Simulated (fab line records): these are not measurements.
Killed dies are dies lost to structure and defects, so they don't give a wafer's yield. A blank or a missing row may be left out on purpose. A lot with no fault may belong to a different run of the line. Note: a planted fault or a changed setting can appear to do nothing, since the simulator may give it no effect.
A struck lot beside a sound one | flow sfqLine | 14 out of 325 route steps
Sound: these wafers, L576.2, L576.5, L576.6. The struck wafers were L583.1, L583.2, L583.4. The cause is given at the end.
Per side, at each step with rows, come the tool, then ch with its chambers, and then its first start. Under that, the readings that differ: sound wafers | struck wafers | difference of the means | sigmas: that difference in standard deviations of wafers without a fault.
alike: words and numbers the same on both sides, and readings whose means are apart by under 2 such deviations; not compared: readings that were withheld, readings missing a value for some wafer, numbers with overlapping values and no deviation given by the record, and bounds like >300 which may hide the same value.
A row with sigmas, a row that says differs or no value, or rows on one side alone: a step with any of these is where the two part. Numbers that don't overlap but have no deviation are shown without sigmas and don't part them. Lack of a reading on every wafer of one side parts them only where that side has two or more wafers.

SFQ_M0_OVL_MEAS_906:
  struck on overlay-02, day 16 21:16; sound on overlay-01, day 14 03:29
  alike: M0_OVL
SFQ_TRILAYER_M0_BARC_OPEN_METAL_ETCH_031: etches BARC in O2, target depth 125 nm, time 41.7 s.
  sound on rieMetal-03 ch 0,1, day 14 03:31; struck on rieMetal-02 ch 0,1, day 16 21:17
  alike: drypumpMotorCurrentA, heBacksideLeakSccm, oesProductAu
  not compared: rfHoursCounterH
SFQ_TRILAYER_M0_ETCH_METAL_ETCH_024: etches Nb in Cl2/Ar, stops on SiO2, target depth 240 nm, time 120 s.
  sound on rieMetal-03 ch 0,1, day 14 03:35; struck on rieMetal-02 ch 0,1, day 16 21:21
  alike: drypumpMotorCurrentA, heBacksideLeakSccm, oesProductAu
  not compared: rfHoursCounterH
SFQ_TRILAYER_M0_STRIP_STRIP_025: strips in O2.
  sound on rieMetal-03 ch 0,1, day 14 03:43; struck on rieMetal-02 ch 0,1, day 16 21:29
  alike: drypumpMotorCurrentA, heBacksideLeakSccm, oesProductAu
  not compared: rfHoursCounterH
then, 1 step without rows for these wafers: SFQ_TRILAYER_M0_STRIP_SOLV_CLEAN_026 (cleans in NMP, time 600 s).
SFQ_TRILAYER_I0_DEP_PECVD_027: deposits SiO2 from SiH4/N2O, time 111.11 s, target thk 500 nm.
  sound on pecvd-02 ch 0,2, day 14 04:29; struck on pecvd-03 ch 0,2, day 16 22:16
  alike: heaterPowerW, throttleValvePct
SFQ_TRILAYER_I0_CMP_CMP_028: polishes SiO2.
  sound on cmp-02 ch 0,2,3, day 14 15:43; struck on cmp-02 ch 1,2,3, day 16 22:21
  alike: motorCurrentA, timeToEndpointS
SFQ_I0_BOW_MEAS_907:
  struck on filmMetro-02, day 17 01:21; sound on filmMetro-03, day 14 17:14
  alike: I0_BOW
then, 4 steps without rows for these wafers: SFQ_TRILAYER_I0_METRO_MEASURE_029; SFQ_TRILAYER_I0_VIA_LITHO_COAT_036 (resist thk 62 nm); SFQ_TRILAYER_I0_VIA_LITHO_COAT_031 (resist thk 650 nm); SFQ_TRILAYER_I0_VIA_LITHO_SOFTBAKE_035.
-- the record jumps here: 4 days lie between the struck wafers' starts before and after --
SFQ_TRILAYER_I0_VIA_LITHO_EXPOSE_032: exposes mask I0, target cd 500 nm.
  sound on krfScanner-02 ch 0, day 20 03:20; struck on krfScanner-01, day 21 02:22
  no value came back on the struck wafers for exposureDoseMJCm2, focusOffsetNm (nm); on the sound wafers exposureDoseMJCm2 reads 21.286 21.285 21.285
  alike: mask
then, 1 step without rows for these wafers: SFQ_TRILAYER_I0_VIA_LITHO_PEB_034 (peb time 60 s).

== WHERE THEY PART ==
Only at SFQ_TRILAYER_I0_VIA_LITHO_EXPOSE_032, within this record.

WHY: what the simulator had put in
Beginning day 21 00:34, the whole step at SFQ_TRILAYER_I0_VIA_LITHO_EXPOSE_032 was skipped on krfScanner-01. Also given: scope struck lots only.
